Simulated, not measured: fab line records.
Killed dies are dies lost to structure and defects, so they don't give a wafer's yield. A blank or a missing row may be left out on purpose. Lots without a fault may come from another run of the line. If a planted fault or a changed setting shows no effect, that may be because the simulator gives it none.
The tool behind it: which one? :: flow gf180mcu :: 36 wafers from 12 lots sampled at 6 of the route's 602 steps

== WHAT THE GAUGES SHOWED, per wafer ==
GF_MVSD_TW_MEAS_11.
lot: L694
measured: day 4 07:45
on: film-metro-04
MVSD_TW: 1575 1564 1563

lot: L695
measured: day 4 16:16
on: film-metro-03
MVSD_TW: 1582 1580 1586

lot: L696
measured: day 4 22:18
on: film-metro-03
MVSD_TW: 1589 1576 1583

lot: L698
measured: day 5 09:38
on: film-metro-04
MVSD_TW: 1627 1626 1626

lot: L699
measured: day 5 17:35
on: film-metro-01
MVSD_TW: 1551 1543 1552

lot: L700
measured: day 6 02:52
on: film-metro-01
MVSD_TW: 1630 1619 1620

lot: L707
measured: day 7 15:28
on: film-metro-03
MVSD_TW: 1625 1626 1632

lot: L710
measured: day 8 06:19
on: film-metro-04
MVSD_TW: 1562 1567 1571

lot: L711
measured: day 8 13:51
on: film-metro-03
MVSD_TW: 1570 1573 1576

lot: L712
measured: day 8 23:07
on: film-metro-01
MVSD_TW: 1563 1571 1579

lot: L713
measured: day 9 02:37
on: film-metro-01
MVSD_TW: 1566 1555 1561

lot: L717
measured: day 10 01:03
on: film-metro-01
MVSD_TW: 1562 1559 1563

GF_VT_IMPLANT_RS_MEAS_46: uses a four-point probe to measure.
lot: L694
measured: day 7 07:54
on: film-metro-03
MVSD_RS (ohm/sq): 456.9 457.1 456.8

lot: L695
measured: day 7 16:59
on: film-metro-01
MVSD_RS (ohm/sq): 455.4 455.5 455.7

lot: L696
measured: day 8 02:13
on: film-metro-04
MVSD_RS (ohm/sq): 455.7 456.0 457.0

lot: L698
measured: day 8 15:04
on: film-metro-03
MVSD_RS (ohm/sq): 400.9 400.0 400.7

lot: L699
measured: day 8 23:29
on: film-metro-04
MVSD_RS (ohm/sq): 456.9 456.3 456.9

lot: L700
measured: day 9 09:49
on: film-metro-01
MVSD_RS (ohm/sq): 401.7 400.9 400.7

lot: L707
measured: day 11 06:17
on: film-metro-01
MVSD_RS (ohm/sq): 402.0 400.7 401.5

lot: L710
measured: day 11 21:32
on: film-metro-01
MVSD_RS (ohm/sq): 455.3 456.7 456.2

lot: L711
measured: day 12 06:51
on: film-metro-04
MVSD_RS (ohm/sq): 457.0 457.5 456.9

lot: L712
measured: day 12 18:05
on: film-metro-03
MVSD_RS (ohm/sq): 456.7 458.3 458.1

lot: L713
measured: day 13 00:01
on: film-metro-04
MVSD_RS (ohm/sq): 455.0 455.4 457.2

lot: L717
measured: day 14 04:13
on: film-metro-01
MVSD_RS (ohm/sq): 456.1 455.9 456.8

GF_CONTACT_THK_MEAS_01.
lot: L694
measured: day 14 21:17
on: film-metro-03
CONTACT_CVD_00_THK (nm): 299 299 298

lot: L695
measured: day 15 07:45
on: film-metro-04
CONTACT_CVD_00_THK (nm): 293 297 296

lot: L696
measured: day 15 19:10
on: film-metro-04
CONTACT_CVD_00_THK (nm): 294 299 299

lot: L698
measured: day 16 11:26
on: film-metro-01
CONTACT_CVD_00_THK (nm): 305 302 299

lot: L699
measured: day 17 02:31
on: film-metro-04
CONTACT_CVD_00_THK (nm): 301 295 295

lot: L700
measured: day 17 12:59
on: film-metro-03
CONTACT_CVD_00_THK (nm): 305 305 308

lot: L707
measured: day 19 21:45
on: film-metro-04
CONTACT_CVD_00_THK (nm): 299 296 293

lot: L710
measured: day 20 19:05
on: film-metro-04
CONTACT_CVD_00_THK (nm): 298 294 298

lot: L711
measured: day 21 06:21
on: film-metro-04
CONTACT_CVD_00_THK (nm): 298 299 300

lot: L712
measured: day 21 21:44
on: film-metro-03
CONTACT_CVD_00_THK (nm): 299 302 300

lot: L713
measured: day 22 02:44
on: film-metro-04
CONTACT_CVD_00_THK (nm): 300 303 298

lot: L717
measured: day 23 10:11
on: film-metro-01
CONTACT_CVD_00_THK (nm): 302 302 305

GF_CONTACT_OVL_MEAS_15.
lot: L694
measured: day 15 19:05
on: overlay-01
CONTACT_OVL (nm): 1 0 5

lot: L695
measured: day 16 05:48
on: overlay-01
CONTACT_OVL (nm): -1 -8 -2

lot: L696
measured: day 16 17:35
on: overlay-01
CONTACT_OVL (nm): -4 2 -3

lot: L698
measured: day 17 10:41
on: overlay-01
CONTACT_OVL (nm): -8 2 -2

lot: L699
measured: day 18 01:56
on: overlay-02
CONTACT_OVL (nm): -12 4 -2

lot: L700
measured: day 18 12:38
on: overlay-02
CONTACT_OVL (nm): -3 -4 0

lot: L707
measured: day 20 22:20
on: overlay-01
CONTACT_OVL (nm): -3 3 -4

lot: L710
measured: day 21 19:44
on: overlay-02
CONTACT_OVL (nm): -3 -8 1

lot: L711
measured: day 22 07:47
on: overlay-02
CONTACT_OVL (nm): 8 1 5

lot: L712
measured: day 22 22:32
on: overlay-02
CONTACT_OVL (nm): -3 -2 -1

lot: L713
measured: day 23 03:37
on: overlay-01
CONTACT_OVL (nm): 1 -2 2

lot: L717
measured: day 24 10:02
on: overlay-02
CONTACT_OVL (nm): -3 -5 -4

== TOOL THAT RAN EACH LOT (tool first, then ch and the chambers of the sampled wafers, then the start) ==
lot: L694
GF_MVSD_IMPLANT_09: implanter-02 ch 0, day 4 07:30
GF_SAB_ETCH_11: rie-diel-04 ch 1,2,3, day 14 20:21

lot: L695
GF_MVSD_IMPLANT_09: implanter-03 ch 0, day 4 16:01
GF_SAB_ETCH_11: rie-diel-01 ch 2,3, day 15 06:42

lot: L696
GF_MVSD_IMPLANT_09: implanter-03 ch 0, day 4 22:03
GF_SAB_ETCH_11: rie-diel-04 ch 0,1,3, day 15 18:16

lot: L698
GF_MVSD_IMPLANT_09: implanter-02 ch 0, day 5 09:03
GF_SAB_ETCH_11: rie-diel-01 ch 1,3, day 16 10:30

lot: L699
GF_MVSD_IMPLANT_09: implanter-01 ch 0, day 5 17:20
GF_SAB_ETCH_11: rie-diel-01 ch 0,3, day 17 01:35

lot: L700
GF_MVSD_IMPLANT_09: implanter-01 ch 0, day 6 02:03
GF_SAB_ETCH_11: rie-diel-04 ch 0,2,3, day 17 12:03

lot: L707
GF_MVSD_IMPLANT_09: implanter-02 ch 0, day 7 14:54
GF_SAB_ETCH_11: rie-diel-02 ch 0,1,2, day 19 20:49

lot: L710
GF_MVSD_IMPLANT_09: implanter-01 ch 0, day 8 06:05
GF_SAB_ETCH_11: rie-diel-02 ch 0,1, day 20 18:10

lot: L711
GF_MVSD_IMPLANT_09: implanter-03 ch 0, day 8 13:38
GF_SAB_ETCH_11: rie-diel-02 ch 0,2, day 21 05:23

lot: L712
GF_MVSD_IMPLANT_09: implanter-03 ch 0, day 8 22:53
GF_SAB_ETCH_11: rie-diel-04 ch 1,2, day 21 20:47

lot: L713
GF_MVSD_IMPLANT_09: implanter-02 ch 0, day 9 02:22
GF_SAB_ETCH_11: rie-diel-04 ch 0,2,3, day 22 01:49

lot: L717
GF_MVSD_IMPLANT_09: implanter-02 ch 0, day 10 00:48
GF_SAB_ETCH_11: rie-diel-04 ch 1,2, day 23 09:14
- GF_MVSD_IMPLANT_09
- GF_SAB_ETCH_11: etches SiO2 in C4F8/O2/Ar, target depth 55 nm, time 8.5 s.

== AS READ BY THE TOOLS THEMSELVES (means over the sampled wafers that have a number; for cases with no such wafer, the mark the record gives instead) ==
GF_MVSD_IMPLANT_09.
lot: L694
tool: implanter-02
beam-on-s (s): 9.82
faraday-current-uA: 28.6

lot: L695
tool: implanter-03
beam-on-s (s): 10.02
faraday-current-uA: 28.2

lot: L696
tool: implanter-03
beam-on-s (s): 10.23
faraday-current-uA: 27.5

lot: L698
tool: implanter-02
beam-on-s (s): 9.99
faraday-current-uA: 28.2

lot: L699
tool: implanter-01
beam-on-s (s): 10.06
faraday-current-uA: 28.0

lot: L700
tool: implanter-01
beam-on-s (s): 9.99
faraday-current-uA: 28.2

lot: L707
tool: implanter-02
beam-on-s (s): 9.99
faraday-current-uA: 28.2

lot: L710
tool: implanter-01
beam-on-s (s): 10.17
faraday-current-uA: 27.8

lot: L711
tool: implanter-03
beam-on-s (s): 10.08
faraday-current-uA: 28.1

lot: L712
tool: implanter-03
beam-on-s (s): 10.08
faraday-current-uA: 28.0

lot: L713
tool: implanter-02
beam-on-s (s): 10.13
faraday-current-uA: 27.8

lot: L717
tool: implanter-02
beam-on-s (s): 9.80
faraday-current-uA: 28.7

GF_SAB_ETCH_11.
lot: L694
tool: rie-diel-04
bias-w (W): 1199
oes-product-au (a.u.): 0.991
rf-fwd-power-W (W): 1474

lot: L695
tool: rie-diel-01
bias-w (W): 1200
oes-product-au (a.u.): 1.009
rf-fwd-power-W (W): 1474

lot: L696
tool: rie-diel-04
bias-w (W): 1197
oes-product-au (a.u.): 0.992
rf-fwd-power-W (W): 1474

lot: L698
tool: rie-diel-01
bias-w (W): 1199
oes-product-au (a.u.): 0.997
rf-fwd-power-W (W): 1474

lot: L699
tool: rie-diel-01
bias-w (W): 1201
oes-product-au (a.u.): 0.997
rf-fwd-power-W (W): 1473

lot: L700
tool: rie-diel-04
bias-w (W): 1198
oes-product-au (a.u.): 0.993
rf-fwd-power-W (W): 1469

lot: L707
tool: rie-diel-02
bias-w (W): 1200
oes-product-au (a.u.): 0.996
rf-fwd-power-W (W): 1474

lot: L710
tool: rie-diel-02
bias-w (W): 1203
oes-product-au (a.u.): 1.002
rf-fwd-power-W (W): 1479

lot: L711
tool: rie-diel-02
bias-w (W): 1204
oes-product-au (a.u.): 1.014
rf-fwd-power-W (W): 1477

lot: L712
tool: rie-diel-04
bias-w (W): 1199
oes-product-au (a.u.): 1.007
rf-fwd-power-W (W): 1464

lot: L713
tool: rie-diel-04
bias-w (W): 1201
oes-product-au (a.u.): 1.003
rf-fwd-power-W (W): 1469

lot: L717
tool: rie-diel-04
bias-w (W): 1201
oes-product-au (a.u.): 1.007
rf-fwd-power-W (W): 1466

== THE ANSWER, worked out from the rows above alone ==
Rule: what is usual is taken from the lots themselves. The widest of any qualifying gaps counts: lots, ordered by their means at a reading, are off when they make up no more than a third of the lots, leave a main group of 4 or more, and stand apart from it by 3 or more times the standard deviation of that group's means. If all means in a main group match to the digits the tables above print for the reading, that group is not used. A lot without any number at a reading at which 4 lots or more have one is off too. Any other lot the step has rows for is counted as sound. After the gauges, taken in route order, come the tools' own readings; for these a lot's mean is taken, as printed above. The first step at which some lot is off is used, and at that step the reading that is off furthest; a lot without a number counts as furthest.
Off: L698, L700, L707, at GF_MVSD_TW_MEAS_11 (MVSD_TW). The main group has a mean of 1568 with a standard deviation of 10.
If a tool, at a process step before that reading, ran all the lots that are off and no sound lot after the first of them, it fits. The gauges at GF_MVSD_TW_MEAS_11 are tried like those tools. None of those tried fits.

== WHAT THE SIMULATOR HAD INSERTED ==
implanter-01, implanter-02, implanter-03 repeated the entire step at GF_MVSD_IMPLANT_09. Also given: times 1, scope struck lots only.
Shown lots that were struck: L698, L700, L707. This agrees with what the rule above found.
